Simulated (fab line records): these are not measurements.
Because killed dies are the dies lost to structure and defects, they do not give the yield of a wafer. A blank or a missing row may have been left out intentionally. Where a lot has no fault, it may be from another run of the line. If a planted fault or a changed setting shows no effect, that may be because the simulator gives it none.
Struck lot and sound lot, side by side -- flow sky130 -- 16 steps out of a route of 708
Sound: wafers L996.3, L996.5, L996.6. Struck: wafer L101.2 (L101.3, L101.5, from the same lot, were not struck and are left out); the cause is given at the end.
For every step that has rows: the tool of each side, followed by ch and its chambers, followed by its first start. Under that, the readings that differ: sound wafers -- struck wafers -- difference of the means -- sigmas: that difference in standard deviations of wafers without a fault.
alike: words and numbers the same on both sides, and readings whose means are apart by under 2 such deviations; not compared: readings that were withheld, readings missing a value for some wafer, numbers with overlapping values and no deviation given by the record, and bounds like >300 which may hide the same value.
Wherever a step has rows on one side only, a row that says differs or no value, or a row with sigmas, the two part there. Numbers that have no deviation but don't overlap get no sigmas and don't part them. Lack of a reading on every wafer of one side parts them only where that side has two or more wafers.

first, 2 steps without rows for these wafers: SKY_METAL4_PEB_11; SKY_METAL4_DEVELOP_12 (develop time 60 s).
SKY_METAL4_CD_MEAS_13 targets a cd of 300 nm.
  sound on cd_sem-01, day 45 12:22; struck on cd_sem-02, day 46 18:56
  alike: cd_nm
SKY_METAL4_OVL_MEAS_14:
  sound on overlay-02, day 45 12:28; struck on overlay-02, day 46 19:02
reading,sound,struck,difference,sigmas
METAL4_OVL (nm),-5 -8 -14,8,+17,+3
SKY_METAL4_DESCUM_15: chemistry O2, time 8 s.
  sound on rie_metal-04 ch 0,1, day 45 12:30; struck on rie_metal-01 ch 1, day 46 19:04
  alike: chamber_pressure_mTorr, drypump_motor_current_A, he_backside_leak_sccm, oes_product_au, temp_c
  not compared: rf_hours_counter_h
SKY_METAL4_ETCH_16: etches BARC in N2/H2, stops on SiO2, time 88.2 s, target depth 60 nm.
  sound on rie_metal-04 ch 0,1, day 45 12:33; struck on rie_metal-01 ch 1, day 46 19:10
  alike: chamber_pressure_mTorr, drypump_motor_current_A, he_backside_leak_sccm, oes_product_au, throttle_valve_pct
  not compared: rf_hours_counter_h
SKY_METAL4_ETCH_17: etches SiO2 in C4F8/O2/Ar, stops on TiN, time 3.9 s, target depth 15 nm.
  sound on rie_diel-04 ch 1,2,3, day 45 12:37; struck on rie_diel-03 ch 1, day 46 19:19
  alike: chamber_pressure_mTorr, oes_product_au
  not compared: rf_hours_counter_h
SKY_METAL4_METAL_ETCH_18: etches the open film in Cl2/BCl3, stops on SiO2, target depth 845 nm, time 183.1 s.
  sound on rie_metal-01 ch 0,1, day 45 12:41; struck on rie_metal-02 ch 0, day 46 19:20
reading,sound,struck,difference,sigmas
rf_hours_counter_h (h),- - -,21,no value on the sound wafers,
  alike: chamber_pressure_mTorr, drypump_motor_current_A, he_backside_leak_sccm, mfc_cl2_sccm, oes_product_au, throttle_valve_pct
SKY_METAL4_STRIP_19: strips in O2/N2.
  sound on plasma_asher-03 ch 0,1, day 45 12:53; struck on plasma_asher-03 ch 1, day 46 19:31
reading,sound,struck,difference,sigmas
rf_hours_counter_h (h),- - -,69,no value on the sound wafers,
strip_time_to_endpoint_s (s),6.44 6.51 6.70,6.21,-0.34,-2
  alike: chamber_pressure_mTorr, drypump_motor_current_A, oes_product_au
then, 3 steps without rows for these wafers: SKY_METAL4_STRIP_20 (strips in post etch residue remover, time 1200 s); SKY_METAL4_CLEAN_21 (cleans in IPA, time 180 s); SKY_METAL4_CLEAN_22 (cleans in O3/DIW).
SKY_VIA4_HDPCVD_00: deposits SiO2, target thk 1750 nm, time 291.7 s.
  sound on hdpcvd-02 ch 0,1, day 45 13:26; struck on hdpcvd-01 ch 2, day 46 20:07
reading,sound,struck,difference,sigmas
sih4_flow_sccm (sccm),60.00 60.21 59.95,71.90,+11.85,+66
model.SiO2_of_VIA4_HDPCVD_00.thk_nm (nm),1732 1758 1735,2106,+364,
  alike: susceptor_temp_C
SKY_VIA4_THK_MEAS_01:
  sound on film_metro-04, day 45 13:38; struck on film_metro-04, day 46 20:18
reading,sound,struck,difference,sigmas
VIA4_HDPCVD_THK (nm),1734 1758 1735,2106,+364,+19
then, 1 step without rows for these wafers: SKY_VIA4_CMP_02 (polishes SiO2).
-- the record jumps here: 3 days lie between the struck wafers' starts before and after (it left off in module VIA4 and takes up again in module PAD_OPEN, whose first step shown is number 708 of the route) --
SKY_PAD_OPEN_PROBE_99:
  sound on prober-02, day 49 01:35; struck on prober-01, day 50 04:47
reading,sound,struck,difference,sigmas
sort_bin_3_pad_short (%),1.2 1.2 1.4,0.2,-1.1,-2
  alike: defect_limited_yield, killed_at_M0_to_M3, killed_at_M4_up, killed_at_contacts, killed_at_front_end, killed_at_other, killed_dies, killed_open, killed_short, sort_bin_5_function, sort_bin_6_memory, sort_n_pass, sort_yield_pct

## WHERE THEY PART
First at SKY_METAL4_OVL_MEAS_14; last, within this record, at SKY_PAD_OPEN_PROBE_99.

WHY: the cause the simulator had injected
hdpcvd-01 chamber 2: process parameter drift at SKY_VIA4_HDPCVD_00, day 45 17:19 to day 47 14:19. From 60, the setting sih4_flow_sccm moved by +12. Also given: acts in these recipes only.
